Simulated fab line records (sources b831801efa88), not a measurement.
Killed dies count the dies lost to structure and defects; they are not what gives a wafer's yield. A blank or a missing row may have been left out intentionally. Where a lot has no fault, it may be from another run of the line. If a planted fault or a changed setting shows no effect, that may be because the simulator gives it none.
A single fault, viewed from 2 desks -- flow sky130 -- only its own numbers are on each desk; what lay behind them is given at the end

TOOL OWNER'S DESK, lithoTrack-02
The tool's own readings at SKY_VIA4_HMDS_05 (prime time 60 s): means of the sampled wafers that have a number, for each lot that ran on this tool. A lot is out of limits, marked OUT, if its mean lies more than 4 standard deviations from the usual mean; the brackets give that distance.
Columns: A = primeTempC at SKY_VIA4_HMDS_05, usual 120.00 C
lot,first seen here,A
L346,day 45 06:30,117.14 (-19) OUT
L348,day 45 17:38,117.20 (-19) OUT
This desk's finding: out of limits on L346, L348; first on L346, day 45 06:30 (primeTempC at SKY_VIA4_HMDS_05). In limits: none.

FROM THE METROLOGY DESK
Lot by lot, what the gauges showed, no matter which tool ran the lot: averages of those sampled wafers that carry a number. A lot is out of limits, marked OUT, if its mean lies more than 4 standard deviations from the usual mean; the brackets give that distance.
Columns: A = METAL4_OVL at SKY_METAL4_OVL_MEAS_14, usual 3 nm
lot,first seen here,A
L336,day 41 13:17,-5
L337,day 42 01:56,5
L338,day 42 06:32,10
L345,day 44 05:59,2
L346,day 44 18:13,3
L348,day 45 06:16,3
L349,day 45 08:28,4
L351,day 45 17:59,-4
L352,day 46 03:52,3
L353,day 46 14:01,9
L357,day 47 04:52,-1
L359,day 47 11:17,3
This desk's finding: nothing out of limits on any of the 12 lots.

PUT TOGETHER
The tool owner's desk could have raised an alarm at day 45 06:30, on L346, L348.
Metrology desk: nothing out of limits seen.
The metrology desk has L346, L348 on record, within its limits.
All the named lots went through SKY_VIA4_HMDS_05 on lithoTrack-02.

WHAT THE SIMULATOR HAD INSERTED
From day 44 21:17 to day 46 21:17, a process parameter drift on lithoTrack-02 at SKY_VIA4_HMDS_05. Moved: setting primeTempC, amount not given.
Struck lots among those shown: L346, L348.
Hours from the fault's start to each desk's first reading out of limits: the tool owner's desk, 9.
